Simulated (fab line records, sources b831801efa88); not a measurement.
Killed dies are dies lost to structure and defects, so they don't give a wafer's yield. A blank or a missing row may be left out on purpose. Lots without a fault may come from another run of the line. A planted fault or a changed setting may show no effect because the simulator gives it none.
Chamber matching | flow sky130 | SKY_FIELD_ISO_CMP_27 on cmp-01: 4 sister chambers
The step polishes, stops on Si3N4, t overpolish 16 s, target thk 457.8 nm. 16 wafers are shown with their chamber, then 8 later ones without.

WAFERS WITH THEIR CHAMBER
wafer  | chamber | motor_current_A (A) | time_to_endpoint_s (s) | overpolish_run_s (s)
L761.1 | 1       | 12.1                | 102                    | 15.999
L761.3 | 0       | 13.4                | 106                    | 16.006
L761.5 | 1       | 12.4                | 104                    | 16.001
L763.1 | 1       | 12.7                | 103                    | 16.009
L763.2 | 2       | 12.8                | 108                    | 15.992
L763.5 | 0       | 13.0                | 105                    | 16.013
L764.2 | 0       | 13.1                | 101                    | 16.003
L764.3 | 1       | 12.8                | 103                    | 16.010
L764.5 | 0       | 13.1                | 102                    | 16.002
L770.2 | 2       | 13.2                | 106                    | 16.000
L770.4 | 1       | 13.0                | 98                     | 16.010
L770.6 | 2       | 13.6                | 106                    | 16.009
L774.4 | 2       | 13.2                | 107                    | 16.005
L774.5 | 3       | 12.1                | 101                    | 15.995
L774.6 | 0       | 13.6                | 104                    | 16.001
L775.1 | 0       | 13.6                | 101                    | 15.991

SIGNATURES (means of the wafers above)
reading            | chamber 0 | chamber 1 | chamber 2 | chamber 3 | scatter within a chamber
motor_current_A    | 13.300    | 12.600    | 13.200    | 12.100    | 0.314
time_to_endpoint_s | 103.17    | 102.00    | 106.75    | 101.00    | 1.99
overpolish_run_s   | 16.00267  | 16.00580  | 16.00150  | 15.99500  | 0.00667
Rule: a wafer's distance from a chamber is the root of the sum, over the readings, of the square of ((its reading less the chamber's mean) divided by the reading's scatter). The wafer belongs to the nearest chamber; if the next one is less than 2 further off, it can't be placed. The scatter: the root of (the sum of the squares of (reading less its chamber's mean) over the shown wafers, divided by (wafers less chambers)).

WAFERS WITHOUT THEIR CHAMBER
wafer  | motor_current_A (A) | time_to_endpoint_s (s) | overpolish_run_s (s)
L775.3 | 11.7                | 105                    | 16.006
L775.6 | 12.8                | 101                    | 16.007
L778.1 | 13.3                | 102                    | 15.984
L778.4 | 12.3                | 102                    | 15.989
L778.5 | 12.9                | 106                    | 16.009
L784.3 | 11.9                | 111                    | 15.998
L784.4 | 13.2                | 104                    | 16.013
L784.5 | 13.1                | 104                    | 15.998

WHICH CHAMBER EACH WENT THROUGH
wafer  | from the rows above               | in truth
L775.3 | can't be placed: 3 or 1           | 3
L775.6 | can't be placed: 1 or 0           | 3
L778.1 | can't be placed: 0 or 2 or 1 or 3 | 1
L778.4 | can't be placed: 3 or 1           | 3
L778.5 | can't be placed: 2 or 0 or 1      | 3
L784.3 | can't be placed: 2 or 3 or 1 or 0 | 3
L784.4 | can't be placed: 0 or 2 or 1      | 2
L784.5 | can't be placed: 0 or 2 or 1      | 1
Placed correctly: 0 of 8. Can't be placed from these rows: 8 (the true chamber is among the candidates in 6). Placed wrongly: 0.
